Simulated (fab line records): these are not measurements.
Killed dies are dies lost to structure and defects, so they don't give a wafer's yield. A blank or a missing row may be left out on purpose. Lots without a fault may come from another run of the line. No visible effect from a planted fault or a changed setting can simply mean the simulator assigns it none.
Split-lot trial || flow gf180mcu || 23 wafers read across 5 lots, on a route 602 steps long

## SPLIT DETAILS
At GF_LVPWELL_IMPLANT_09, the setting energy_kev was moved away from the recipe's 60 on 6 of the 23 wafers read, by -7.0% to +6.1%. For the rest of the wafers, this setting stayed at what the recipe calls for.

The reading comes from the split's own step.

## THE READING
implant.drp_nm (the simulator's own value, which no gauge read), in nm, at GF_LVPWELL_IMPLANT_09. No usual value for it is given in the file.

{"wafer": "L075.1", "tool, chamber at the split": "implanter-02, 0", "energy_kev as run": 63.57, "against the recipe": "+6.0%", "implant.drp_nm, nm": 66.5, "against lot-mates on the recipe": "+1.97"}
{"wafer": "L075.5", "tool, chamber at the split": "implanter-02, 0", "energy_kev as run": 63.57, "against the recipe": "+6.0%", "implant.drp_nm, nm": 66.5, "against lot-mates on the recipe": "+1.97"}
{"wafer": "L075.2", "tool, chamber at the split": "implanter-02, 0", "energy_kev as run": 60, "against the recipe": "recipe", "implant.drp_nm, nm": 64.53, "against lot-mates on the recipe": "-"}
{"wafer": "L075.3", "tool, chamber at the split": "implanter-02, 0", "energy_kev as run": 60, "against the recipe": "recipe", "implant.drp_nm, nm": 64.53, "against lot-mates on the recipe": "-"}
{"wafer": "L075.6", "tool, chamber at the split": "implanter-02, 0", "energy_kev as run": 60, "against the recipe": "recipe", "implant.drp_nm, nm": 64.53, "against lot-mates on the recipe": "-"}
{"wafer": "L077.2", "tool, chamber at the split": "implanter-04, 0", "energy_kev as run": 60, "against the recipe": "recipe", "implant.drp_nm, nm": 64.53, "against lot-mates on the recipe": "-"}
{"wafer": "L077.3", "tool, chamber at the split": "implanter-04, 0", "energy_kev as run": 60, "against the recipe": "recipe", "implant.drp_nm, nm": 64.53, "against lot-mates on the recipe": "-"}
{"wafer": "L077.5", "tool, chamber at the split": "implanter-04, 0", "energy_kev as run": 60, "against the recipe": "recipe", "implant.drp_nm, nm": 64.53, "against lot-mates on the recipe": "-"}
{"wafer": "L077.4", "tool, chamber at the split": "implanter-04, 0", "energy_kev as run": 63.69, "against the recipe": "+6.1%", "implant.drp_nm, nm": 66.57, "against lot-mates on the recipe": "+2.04"}
{"wafer": "L077.6", "tool, chamber at the split": "implanter-04, 0", "energy_kev as run": 63.69, "against the recipe": "+6.1%", "implant.drp_nm, nm": 66.57, "against lot-mates on the recipe": "+2.04"}
{"wafer": "L080.1", "tool, chamber at the split": "implanter-04, 0", "energy_kev as run": 60, "against the recipe": "recipe", "implant.drp_nm, nm": 64.53, "against lot-mates on the recipe": "-"}
{"wafer": "L080.3", "tool, chamber at the split": "implanter-04, 0", "energy_kev as run": 60, "against the recipe": "recipe", "implant.drp_nm, nm": 64.53, "against lot-mates on the recipe": "-"}
{"wafer": "L080.6", "tool, chamber at the split": "implanter-04, 0", "energy_kev as run": 60, "against the recipe": "recipe", "implant.drp_nm, nm": 64.53, "against lot-mates on the recipe": "-"}
{"wafer": "L082.1", "tool, chamber at the split": "implanter-02, 0", "energy_kev as run": 55.8, "against the recipe": "-7.0%", "implant.drp_nm, nm": 62.07, "against lot-mates on the recipe": -2.46}
{"wafer": "L082.5", "tool, chamber at the split": "implanter-02, 0", "energy_kev as run": 55.8, "against the recipe": "-7.0%", "implant.drp_nm, nm": 62.07, "against lot-mates on the recipe": -2.46}
{"wafer": "L082.2", "tool, chamber at the split": "implanter-02, 0", "energy_kev as run": 60, "against the recipe": "recipe", "implant.drp_nm, nm": 64.53, "against lot-mates on the recipe": "-"}
{"wafer": "L082.3", "tool, chamber at the split": "implanter-02, 0", "energy_kev as run": 60, "against the recipe": "recipe", "implant.drp_nm, nm": 64.53, "against lot-mates on the recipe": "-"}
{"wafer": "L082.6", "tool, chamber at the split": "implanter-02, 0", "energy_kev as run": 60, "against the recipe": "recipe", "implant.drp_nm, nm": 64.53, "against lot-mates on the recipe": "-"}
{"wafer": "L085.1", "tool, chamber at the split": "implanter-02, 0", "energy_kev as run": 60, "against the recipe": "recipe", "implant.drp_nm, nm": 64.53, "against lot-mates on the recipe": "-"}
{"wafer": "L085.2", "tool, chamber at the split": "implanter-02, 0", "energy_kev as run": 60, "against the recipe": "recipe", "implant.drp_nm, nm": 64.53, "against lot-mates on the recipe": "-"}
{"wafer": "L085.3", "tool, chamber at the split": "implanter-02, 0", "energy_kev as run": 60, "against the recipe": "recipe", "implant.drp_nm, nm": 64.53, "against lot-mates on the recipe": "-"}
{"wafer": "L085.5", "tool, chamber at the split": "implanter-02, 0", "energy_kev as run": 60, "against the recipe": "recipe", "implant.drp_nm, nm": 64.53, "against lot-mates on the recipe": "-"}
{"wafer": "L085.6", "tool, chamber at the split": "implanter-02, 0", "energy_kev as run": 60, "against the recipe": "recipe", "implant.drp_nm, nm": 64.53, "against lot-mates on the recipe": "-"}

THE FIT
A straight line over all 23 wafers: implant.drp_nm changes by +0.34 nm for each +1% of energy_kev; r = +1.00; the points scatter about the line by 0.029 nm.
The same after taking each lot's own level away (the mean of its wafers on the recipe; 23 wafers): +0.34 nm for each +1%; r = +1.00; scatter 0.029 nm.
On that fit, the largest move of energy_kev shifts the reading by 2.4 nm.
The lots' own levels span 64.530 to 64.530 nm.
Consequently the slope shifts little with the lot-to-lot level, the two slopes agreeing.
Check: with one of the wafers moved furthest among these (-7.0%) left out of the fit, the line predicts -2.37 nm for it against its lot-mates. Against them it came out at -2.46 nm.

## THE OTHER SPLITS THESE WAFERS WENT THROUGH
Other splits were also applied to these wafers ahead of the reading. Each is held against what the fit with the lots' levels taken away leaves over:
{"other split on the same wafers": "GF_STI_CVD_03 time_s", "wafers away from the commonest value": 15, "r with implant.drp_nm (lot level and that fit taken away)": -0.13}
{"other split on the same wafers": "GF_STI_PEB_10 peb_temp_c", "wafers away from the commonest value": 5, "r with implant.drp_nm (lot level and that fit taken away)": "+0.22"}

## THE WHOLE CHAIN: every reading that the file lists as answering this split, in the file's order
{"step": "GF_LVPWELL_IMPLANT_09", "what it does": "", "reading": "implant.rp_nm (the simulator's own value, which no gauge read)", "change (the file's fit)": "+2.22 nm for each +1% of the setting", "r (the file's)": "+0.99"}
{"step": "GF_LVPWELL_IMPLANT_09", "what it does": "", "reading": "implant.drp_nm (the simulator's own value, which no gauge read)", "change (the file's fit)": "+0.34 nm for each +1% of the setting", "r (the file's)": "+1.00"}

## THE FILE'S OWN FIT
implant.drp_nm changes by +0.34 nm for each +1% of energy_kev, r = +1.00.
